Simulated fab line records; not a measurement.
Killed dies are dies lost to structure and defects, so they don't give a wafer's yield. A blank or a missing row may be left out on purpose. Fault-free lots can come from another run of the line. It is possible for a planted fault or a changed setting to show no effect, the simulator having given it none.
fab line records -- flow sky130
record lots=6, wafers=16, last-day=49
route steps=708 shown METAL3@556
lots that met no fault: from a run of the same line without faults
start-h: the number of hours between the record's first day and the start of the first shown wafer of the lot -- wait-h: how many hours have passed since the lot's step before this one -- " same as the row above -- L1.1+2: a single row standing in for several wafers -- - either no value or no given start -- * or withheld: withheld -- < > ~ a bound
route shown NAME@n: a module of which the file shows steps, and the number in the route of the first -- usual: mean/standard deviation taken from wafers without a fault -- same: alike in all rows -- chamber/n: place in a boat -- sites: per-site readings -- _std_site: the standard deviation of these -- _edge_site: inner sites' mean taken away from outer sites' mean -- radius-mm: how far each site lies from the wafer's centre -- mask NAME#n: copy n -- behind: the most recent tool/chamber to have shaped the wafer -- hold: reason for holding the lot/hours on hold/outcome of the hold -- device: the transistor (n, p or np) that didn't switch -- end of line: tests of these same wafers at the route's end -- a step given without rows: its recipe and nothing more -- killed: not the wafer's yield, but the dies lost to structure and defects at the first sort -- map: a wafer's dies, x killed, . not, _ none there
set.NAME: the setting the step ran with; set.NAME@STEP: the setting that earlier step ran with -- model.NAME: the simulator's own value behind a step, which no gauge read
lots seen at some steps along the route; tables by step, rows by wafer
services: from which hour (start-h, from the record's first day; less than 0 if before it) a tool's chamber was out of use, for how many hours, and why
## steps
# step SKY_METAL3_HMDS_06
# recipe prime-time-s=60, prime-temp-c=120
# step SKY_METAL3_COAT_07
# recipe resist=BARC, temp-c=withheld, time-s=withheld, spin-rpm=3000, resist-thk-nm=60
# step SKY_METAL3_COAT_08
# recipe resist=KrF-thick, spin-rpm=3000, resist-thk-nm=1140
# step SKY_METAL3_SOFTBAKE_09
# recipe temp-c=100, time-s=90, resist=KrF-thick
# step SKY_METAL3_EXPOSE_10
# recipe mask-id=MM3, na=0.68, source-shape=annular, sigma-inner=0.4, sigma-outer=0.8, target-cd-nm=300, dose-mj=28
# step SKY_METAL3_PEB_11
# recipe peb-temp-c=withheld, peb-time-s=withheld, resist=KrF-thick
# step SKY_METAL3_DEVELOP_12
# recipe develop-time-s=60, resist=KrF-thick, dev-temp-c=21
# step SKY_METAL3_CD_MEAS_13
# recipe target-cd-nm=300
# usual cd-nm=299.8/1.6
lot.wafer,tool,chamber,start-h,wait-h,cd-nm
L239.2,cd-sem-02,-,934.58,-,299.2
L239.4,cd-sem-02,-,934.58,-,298.5
L239.5,cd-sem-02,-,934.58,-,297.5
L242.3,cd-sem-02,-,958.03,-,299.1
L242.5,cd-sem-02,-,958.03,-,297.1
L242.6,cd-sem-02,-,958.03,-,298.8
L248.4,cd-sem-01,-,992.55,-,297.5
L248.5,cd-sem-01,-,992.55,-,296.9
L250.5,cd-sem-01,-,1003.82,-,299.0
L250.6,cd-sem-01,-,1003.82,-,300.3
L254.1,cd-sem-01,-,1034.51,-,301.3
L254.3,cd-sem-01,-,1034.51,-,300.1
L254.5,cd-sem-01,-,1034.51,-,301.5
L256.2,cd-sem-01,-,1036.95,-,302.0
L256.5,cd-sem-01,-,1036.95,-,304.2
L256.6,cd-sem-01,-,1036.95,-,302.4
# step SKY_METAL3_OVL_MEAS_14
# usual METAL3_OVL=1/5.4
lot.wafer,tool,chamber,start-h,wait-h,METAL3_OVL[nm]
L239.2,overlay-01,-,934.68,0.1,-11
L239.4,overlay-01,-,934.68,0.1,-17
L239.5,overlay-01,-,934.68,0.1,-7
L242.3,overlay-02,-,958.12,0.1,-1
L242.5,overlay-02,-,958.12,0.1,2
L242.6,overlay-02,-,958.12,0.1,7
L248.4,overlay-02,-,992.63,0.1,-3
L248.5,overlay-02,-,992.63,0.1,4
L250.5,overlay-01,-,1003.88,0.0,0
L250.6,overlay-01,-,1003.88,0.0,6
L254.1,overlay-02,-,1034.63,0.1,9
L254.3,overlay-02,-,1034.63,0.1,1
L254.5,overlay-02,-,1034.63,0.1,5
L256.2,overlay-01,-,1037.05,0.1,6
L256.5,overlay-01,-,1037.05,0.1,5
L256.6,overlay-01,-,1037.05,0.1,3
# step SKY_METAL3_DESCUM_15
# recipe chemistry=O2, source-power-w=150, bias-power-w=0, pressure-mtorr=10, temp-c=40, time-s=8
# usual chamber-pressure-mTorr=10.000/0.018, drypump-motor-current-A=6.0/0.46, he-backside-leak-sccm=3.46/0.18, oes-product-au=0.999/0.0076
lot.wafer,tool,chamber,start-h,wait-h,chamber-pressure-mTorr,drypump-motor-current-A,he-backside-leak-sccm,oes-product-au,rf-hours-counter-h
L239.2,rie-metal-04,0,934.71,0.0,10.003,6.5,3.32,0.994,2
L239.4,rie-metal-04,1,934.71,0.0,9.983,6.0,3.42,1.003,-
L239.5,rie-metal-04,1,934.71,0.0,10.009,6.0,3.59,0.999,-
L242.3,rie-metal-03,0,958.16,0.0,9.986,5.7,3.23,1.005,-
L242.5,rie-metal-03,1,958.16,0.0,9.990,6.2,3.71,0.992,-
L242.6,rie-metal-03,0,958.16,0.0,10.015,5.7,3.28,0.991,-
L248.4,rie-metal-04,0,992.66,0.0,10.019,6.5,3.58,0.996,-
L248.5,rie-metal-04,0,992.66,0.0,10.009,6.5,3.38,1.003,-
L250.5,rie-metal-04,1,1003.92,0.0,9.992,6.0,3.50,1.002,-
L250.6,rie-metal-04,0,1003.92,0.0,9.980,6.5,3.49,0.989,-
L254.1,rie-metal-01,0,1034.66,0.0,10.011,4.9,3.19,0.989,16
L254.3,rie-metal-01,1,1034.66,0.0,10.002,5.7,3.29,1.011,-
L254.5,rie-metal-01,1,1034.66,0.0,10.011,5.7,3.36,1.002,-
L256.2,rie-metal-01,1,1037.08,0.0,10.004,5.7,3.28,1.003,9
L256.5,rie-metal-01,0,1037.08,0.0,9.993,4.9,3.40,0.991,-
L256.6,rie-metal-01,1,1037.08,0.0,10.008,5.7,3.26,0.995,-
# step SKY_METAL3_ETCH_16
# recipe chemistry=N2/H2, target=BARC, ion-energy-ev=200, bias-w=100, pressure-mtorr=30, n2-flow-sccm=100, h2-flow-sccm=200, icp-w=500, stop-on=SiO2, time-s=88.2, target-depth-a=600
# usual chamber-pressure-mTorr=30.002/0.025, drypump-motor-current-A=6.0/0.46, he-backside-leak-sccm=3.5/0.34, oes-product-au=0.625/0.0042, run-length-s=116.3/0.4, throttle-valve-pct=13.204/0.0082
lot.wafer,tool,chamber,start-h,wait-h,chamber-pressure-mTorr,drypump-motor-current-A,he-backside-leak-sccm,oes-product-au,rf-hours-counter-h,run-length-s,throttle-valve-pct
L239.2,rie-metal-04,0,934.74,0.0,30.009,6.5,3.4,0.626,2,116.5,13.205
L239.4,rie-metal-04,1,934.74,0.0,30.013,6.0,3.6,0.621,-,115.8,13.202
L239.5,rie-metal-04,1,934.74,0.0,29.989,6.0,3.6,0.625,-,115.9,13.216
L242.3,rie-metal-03,0,958.21,0.0,30.033,5.7,3.1,0.623,-,116.4,13.196
L242.5,rie-metal-03,1,958.21,0.0,29.978,6.2,3.6,0.621,-,115.8,13.208
L242.6,rie-metal-03,0,958.21,0.0,29.972,5.8,3.1,0.622,-,116.3,13.208
L248.4,rie-metal-04,0,992.71,0.0,30.004,6.5,3.5,0.626,-,116.3,13.188
L248.5,rie-metal-04,0,992.71,0.0,29.983,6.6,3.5,0.628,-,116.7,13.203
L250.5,rie-metal-04,1,1003.99,0.1,30.003,6.0,3.5,0.626,-,115.9,13.206
L250.6,rie-metal-04,0,1003.99,0.1,30.013,6.5,3.3,0.623,-,116.3,13.189
L254.1,rie-metal-01,0,1034.69,0.0,29.968,4.9,3.4,0.621,16,117.0,13.209
L254.3,rie-metal-01,1,1034.69,0.0,30.025,5.7,3.2,0.626,-,115.8,13.209
L254.5,rie-metal-01,1,1034.69,0.0,30.006,5.8,3.2,0.625,-,115.8,13.205
L256.2,rie-metal-01,1,1037.12,0.0,30.042,5.7,3.3,0.628,9,116.3,13.203
L256.5,rie-metal-01,0,1037.12,0.0,30.008,5.0,3.4,0.622,-,117.0,13.202
L256.6,rie-metal-01,1,1037.12,0.0,29.966,5.7,3.3,0.624,-,116.0,13.205
# step SKY_METAL3_ETCH_17
# recipe target=SiO2, stop-on=TiN, chemistry=C4F8/O2/Ar, source-w=1500, bias-w=1200, pressure-mtorr=40, c4f8-flow-sccm=withheld, O2_flow_sccm=6, Ar_flow_sccm=300, time-s=3.9, target-depth-a=150
# usual chamber-pressure-mTorr=40.00/0.035, oes-product-au=0.753/0.0066
lot.wafer,tool,chamber,start-h,wait-h,chamber-pressure-mTorr,oes-product-au
L239.2,rie-diel-02,2,934.84,0.1,39.99,0.757
L239.4,rie-diel-02,1,934.84,0.1,39.98,0.760
L239.5,rie-diel-02,2,934.84,0.1,39.95,0.755
L242.3,rie-diel-01,1,958.28,0.0,40.02,0.747
L242.5,rie-diel-01,1,958.28,0.0,40.04,0.748
L242.6,rie-diel-01,0,958.28,0.0,40.01,0.747
L248.4,rie-diel-04,1,992.78,0.0,40.05,0.757
L248.5,rie-diel-04,3,992.78,0.0,40.01,0.763
L250.5,rie-diel-01,1,1004.04,0.0,39.96,0.751
L250.6,rie-diel-01,2,1004.04,0.0,39.98,0.757
L254.1,rie-diel-02,1,1034.79,0.1,40.04,0.743
L254.3,rie-diel-02,3,1034.79,0.1,40.05,0.743
L254.5,rie-diel-02,0,1034.79,0.1,39.97,0.756
L256.2,rie-diel-02,3,1037.21,0.1,40.03,0.756
L256.5,rie-diel-02,0,1037.21,0.1,40.07,0.761
L256.6,rie-diel-02,3,1037.21,0.1,40.02,0.747
# step SKY_METAL3_METAL_ETCH_18
# recipe target-depth-a=8450, stop-on=SiO2, over-etch-frac=0.3, time-s=183.1, chemistry=Cl2/BCl3, resist-sidewall-deg=88, pressure-mtorr=10, icp-w=900, bias-w=48.5, Cl2_flow_sccm=60, bcl3-flow-sccm=30
# usual chamber-pressure-mTorr=10.000/0.0081, drypump-motor-current-A=5.7/0.52, he-backside-leak-sccm=3.42/0.29, oes-product-au=0.865/0.0057, run-length-s=211.3/0.53, throttle-valve-pct=22.264/0.0088
lot.wafer,tool,chamber,start-h,wait-h,chamber-pressure-mTorr,drypump-motor-current-A,he-backside-leak-sccm,oes-product-au,rf-hours-counter-h,run-length-s,throttle-valve-pct,model.KrF-thick_of_METAL3_COAT_08.thk-nm,model.METAL3.cd-nm,model.SiO2_of_VIA2_HDPCVD_00.thk-nm
L239.2,rie-metal-01,0,934.86,0.0,9.999,4.9,3.10,0.862,10,211.9,22.250,540.5,301.9,465.5
L239.4,rie-metal-01,0,934.86,0.0,10.012,4.9,3.33,0.861,-,211.8,22.278,533.6,295.8,465.2
L239.5,rie-metal-01,0,934.86,0.0,10.007,4.9,3.62,0.862,-,212.3,22.250,535.2,299.6,465.8
L242.3,rie-metal-01,0,958.35,0.1,9.991,4.9,2.97,0.874,-,211.8,22.263,532.4,302.1,465.2
L242.5,rie-metal-01,1,958.35,0.1,9.996,5.7,3.27,0.871,-,210.9,22.263,531.3,298.6,465.9
L242.6,rie-metal-01,0,958.35,0.1,9.991,4.9,3.00,0.865,-,211.8,22.249,538.4,303.4,465.4
L248.4,rie-metal-01,1,992.85,0.1,9.992,5.7,3.19,0.855,-,211.4,22.267,527.5,295.4,465.9
L248.5,rie-metal-01,0,992.85,0.1,10.003,4.9,3.38,0.998,-,183.9,22.262,607.3,307.4,468.7
L250.5,rie-metal-01,1,1004.16,0.1,9.987,5.7,3.50,0.993,-,182.9,22.255,610.4,311.5,468.9
L250.6,rie-metal-01,0,1004.16,0.1,9.996,4.9,3.43,0.861,-,212.5,22.269,528.8,302,465.7
L254.1,rie-metal-04,1,1034.81,0.0,9.992,6.0,5.12,0.861,14,211.4,22.255,522.7,298.6,464.6
L254.3,rie-metal-04,1,1034.81,0.0,10.003,6.0,3.37,0.870,-,210.8,22.265,526.2,293.4,464
L254.5,rie-metal-04,0,1034.81,0.0,10.005,6.5,3.55,0.859,-,211.2,22.262,526.4,303.4,465.1
L256.2,rie-metal-04,1,1037.23,0.0,9.995,6.0,3.59,0.873,15,211.3,22.264,517,300.4,463.2
L256.5,rie-metal-04,1,1037.23,0.0,9.993,6.0,3.67,0.861,-,211.1,22.268,520,299.3,463.2
L256.6,rie-metal-04,0,1037.23,0.0,10.003,6.5,3.42,0.867,-,211.3,22.255,523.7,304,464.4
# step SKY_METAL3_STRIP_19
# recipe chemistry=O2/N2, power-w=1400, pressure-mtorr=1500, platen-temp-c=withheld, o2-flow-sccm=3000, n2-flow-sccm=300, overash-fraction=0.5
# usual chamber-pressure-mTorr=1500.1/1.3, drypump-motor-current-A=5.4/0.51, oes-product-au=0.505/0.0048, strip-time-to-endpoint-s=6.59/0.058
lot.wafer,tool,chamber,start-h,wait-h,chamber-pressure-mTorr,drypump-motor-current-A,oes-product-au,rf-hours-counter-h,strip-time-to-endpoint-s
L239.2,plasma-asher-03,1,935.04,0.1,1499.9,5.0,0.507,85,6.66
L239.4,plasma-asher-03,1,935.04,0.1,1498.3,5.0,0.502,-,6.59
L239.5,plasma-asher-03,0,935.04,0.1,1500.3,6.1,0.515,-,6.61
L242.3,plasma-asher-01,1,958.51,0.1,1499.5,5.7,0.506,-,6.60
L242.5,plasma-asher-01,0,958.51,0.1,1498.8,5.8,0.506,-,6.58
L242.6,plasma-asher-01,1,958.51,0.1,1498.8,5.7,0.518,-,6.65
L248.4,plasma-asher-03,1,993.01,0.1,1500.1,5.0,0.495,-,6.54
L248.5,plasma-asher-03,0,993.01,0.1,1498.6,6.2,0.543,-,7.32
L250.5,plasma-asher-01,1,1004.29,0.1,1503.1,5.7,0.536,-,7.35
L250.6,plasma-asher-01,0,1004.29,0.1,1501.1,5.9,0.511,-,6.55
L254.1,plasma-asher-01,0,1034.99,0.1,1498.4,5.9,0.496,29,6.48
L254.3,plasma-asher-01,0,1034.99,0.1,1500.8,5.8,0.508,-,6.52
L254.5,plasma-asher-01,0,1034.99,0.1,1500.1,5.9,0.504,-,6.54
L256.2,plasma-asher-01,1,1037.41,0.1,1499.3,5.7,0.500,29,6.43
L256.5,plasma-asher-01,0,1037.41,0.1,1502.2,5.9,0.501,-,6.45
L256.6,plasma-asher-01,1,1037.41,0.1,1500.5,5.7,0.497,-,6.49
# step SKY_METAL3_STRIP_20
# recipe chemistry=post-etch-residue-remover, time-s=1200, temp-c=72.5
## services
tool,chamber,start-h,hours,kind
rie-diel-01,-,911.94,0.7,repair
rie-diel-01,2,917.34,16.8,repair
rie-metal-04,-,928.31,0.4,repair
rie-metal-04,1,953.63,8.5,repair
rie-diel-01,3,957.04,31.2,repair
plasma-asher-01,-,964.92,2.0,repair
rie-diel-04,3,976.97,8.4,repair
rie-diel-02,3,1002.67,-,clean
rie-diel-02,3,1002.67,26.1,scheduled-down
rie-diel-02,3,1002.67,26.1,vent-cycle
rie-metal-04,-,1006.17,2.8,pm
rie-diel-01,3,1018.43,3.9,repair
plasma-asher-01,-,1018.81,2.8,pm
plasma-asher-03,-,1035.68,1.2,repair
## key
first-sign step=SKY_METAL3_METAL_ETCH_18, reading=run-length-s, direction=down, sigmas=53, usual=*, struck=*
effect step=SKY_METAL3_METAL_ETCH_18, reading=oes-product-au, direction=up, sigmas=23, usual=0.865, struck=0.996
effect step=SKY_METAL3_STRIP_19, reading=strip-time-to-endpoint-s, direction=up, sigmas=13, usual=*, struck=*
model-effect step=SKY_METAL3_METAL_ETCH_18, value=KrF-thick_of_METAL3_COAT_08.thk-nm, without=525.3, struck=608.8
met-at SKY_METAL3_METAL_ETCH_18
struck-wafers L248.5,L250.5
sort-left-out L248.5,L250.5
onset-between 958.35 992.85
fault kind=process-parameter-drift, tool=rie-metal-01, chamber=-, onset-h=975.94, steps=SKY_METAL3_METAL_ETCH_18, channel=time-s, offset=*, shape=step, end-h=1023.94, scope=struck-wafers-only, acts-in=*, stated=*
# sort-left-out: the simulated sort isn't trusted on such a fault, so these wafers' sort isn't shown, and their yield isn't known
